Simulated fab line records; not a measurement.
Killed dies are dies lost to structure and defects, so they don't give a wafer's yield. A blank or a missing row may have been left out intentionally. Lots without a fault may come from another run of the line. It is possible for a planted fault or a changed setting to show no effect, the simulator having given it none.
A single fault, viewed from 2 desks ; flow sky130 ; what lay behind the numbers comes last; until then each desk has only its own

## FOR THE TOOL OWNER'S DESK: pvdSputter-02
At SKY_METAL3_SPUTTER_04 (material TiN, target thk 70 nm, time 58.3 s) the tool's own readings: per lot run on this tool, the mean of the sampled wafers that have a number. If a lot's mean is further than 4 standard deviations from the usual mean, the lot is out of limits and carries the mark OUT (the distance appears in the brackets).
Columns: A = throttleValvePct at SKY_METAL3_SPUTTER_04, usual 30.1 %
lot;first seen here;A
L978;day 36 07:33;30.4
L981;day 37 08:55;30.3
L982;day 37 13:30;29.6
L986;day 39 03:25;30.2
L995;day 41 15:27;29.8
L996;day 41 20:42;30.8
L998;day 42 10:22;30.5
This desk found nothing out of limits on any of the 7 lots.

## AT THE METROLOGY DESK
Means of the sampled wafers that have a number, per lot and without regard to the tool the lot ran on: this is what the gauges read. If a lot's mean is further than 4 standard deviations from the usual mean, the lot is out of limits and carries the mark OUT (the distance appears in the brackets).
Columns: A = VIA2_OVL at SKY_VIA2_OVL_MEAS_13, usual 3 nm
lot;first seen here;A
L978;day 36 06:00;3
L979;day 36 21:11;-1
L981;day 37 07:23;11
L982;day 37 11:58;4
L984;day 38 10:12;8
L986;day 39 01:54;5
L988;day 39 09:06;1
L990;day 39 22:25;5
L995;day 41 13:56;0
L996;day 41 19:11;-1
L998;day 42 08:51;4
L999;day 42 17:01;2
This desk found nothing out of limits on any of the 12 lots.

## TAKEN TOGETHER
The tool owner's desk saw nothing out of limits.
Nothing out of limits was seen by the metrology desk.

## WHAT THE SIMULATOR HAD INSERTED
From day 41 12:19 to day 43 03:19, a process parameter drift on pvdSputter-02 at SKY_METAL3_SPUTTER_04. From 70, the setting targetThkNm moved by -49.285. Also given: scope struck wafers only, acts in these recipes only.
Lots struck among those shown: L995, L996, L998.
